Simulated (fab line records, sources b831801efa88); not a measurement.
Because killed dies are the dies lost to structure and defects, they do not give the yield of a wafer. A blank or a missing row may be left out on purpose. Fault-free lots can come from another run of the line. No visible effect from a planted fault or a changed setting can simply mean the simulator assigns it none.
A lot that was struck, set against a sound lot	flow gf180mcu	14 out of 602 route steps
Sound: the wafers L468.1, L468.3, L468.5. Wafers L481.1, L481.4, L481.6 were the ones struck. The cause is named last.
Each step with rows lists, per side, the tool, then ch with its chambers, then its first start. Under that, the readings that differ: sound wafers	struck wafers	difference of the means	sigmas: that difference in standard deviations of wafers without a fault.
alike: readings with means less than 2 such deviations apart, plus words and numbers identical on both sides. not compared: withheld readings, readings lacking a value on some wafer, bounds such as >300 that could conceal the same value, and numbers that have no deviation in the record and whose values overlap.
Wherever a step has rows on one side only, a row that says differs or no value, or a row with sigmas, the two part there. Numbers that don't overlap but have no deviation are shown without sigmas and don't part them. A reading missing from all wafers of one side parts the sides only when that side holds two or more wafers.

GF_DUAL_GATE_OVL_MEAS_11:
  sound on overlay-01, day 8 15:51; struck on overlay-02, day 12 04:01
  alike: DUAL_GATE_OVL
then, 1 step without rows for these wafers: GF_DUAL_GATE_WET_ETCH_12 (etches SiO2 in dHF, target depth 13 nm, time 260 s).
GF_DUAL_GATE_STRIP_13: strips in O2/N2.
  sound on plasma-asher-03 ch 0,1, day 8 15:58; struck on plasma-asher-01 ch 0,1, day 12 04:08
  alike: chamber-pressure-mTorr, drypump-motor-current-A, heater-power-w, oes-product-au, strip-time-to-endpoint-s
  not compared: rf-hours-counter-h
then, 3 steps without rows for these wafers: GF_DUAL_GATE_CLEAN_14 (cleans in SC1/SC2, time 150 s); GF_DUAL_GATE_OXIDATION_15 (stabilise 600 s, purge 300 s, target thk 7.098 nm); GF_POLY_GATE_CVD_00 (deposits poly-Si, target thk 200 nm, time 1200 s).
GF_POLY_GATE_THK_MEAS_01:
  sound on film-metro-04, day 8 19:00; struck on film-metro-04, day 12 07:11
  alike: POLY_GATE_CVD_00_THK
then, 5 steps without rows for these wafers: GF_POLY_GATE_DEHYDRATE_02 (time 60 s); GF_POLY_GATE_HMDS_03 (prime time 60 s); GF_POLY_GATE_COAT_04; GF_POLY_GATE_COAT_05 (resist thk 700 nm); GF_POLY_GATE_SOFTBAKE_06 (time 60 s).
GF_POLY_GATE_EXPOSE_07: exposes mask Poly2, target cd 280 nm.
  sound on krf-scanner-02 ch 0, day 9 03:29; struck on krf-scanner-02, day 12 17:04
  no value came back on the struck wafers for exposure-dose-mJ-cm2, focus-offset-nm (nm), stage-vel-mm-s (mm/s); on the sound wafers exposure-dose-mJ-cm2 reads 27.431 27.428 27.422
  alike: mask
then, 1 step without rows for these wafers: GF_POLY_GATE_PEB_08 (peb time 90 s).

## WHERE THEY PART
Only at GF_POLY_GATE_EXPOSE_07, within this record.

WHY: what had been put in by the simulator
At GF_POLY_GATE_EXPOSE_07, the step was skipped entirely on krf-scanner-02 from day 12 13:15 on. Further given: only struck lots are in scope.
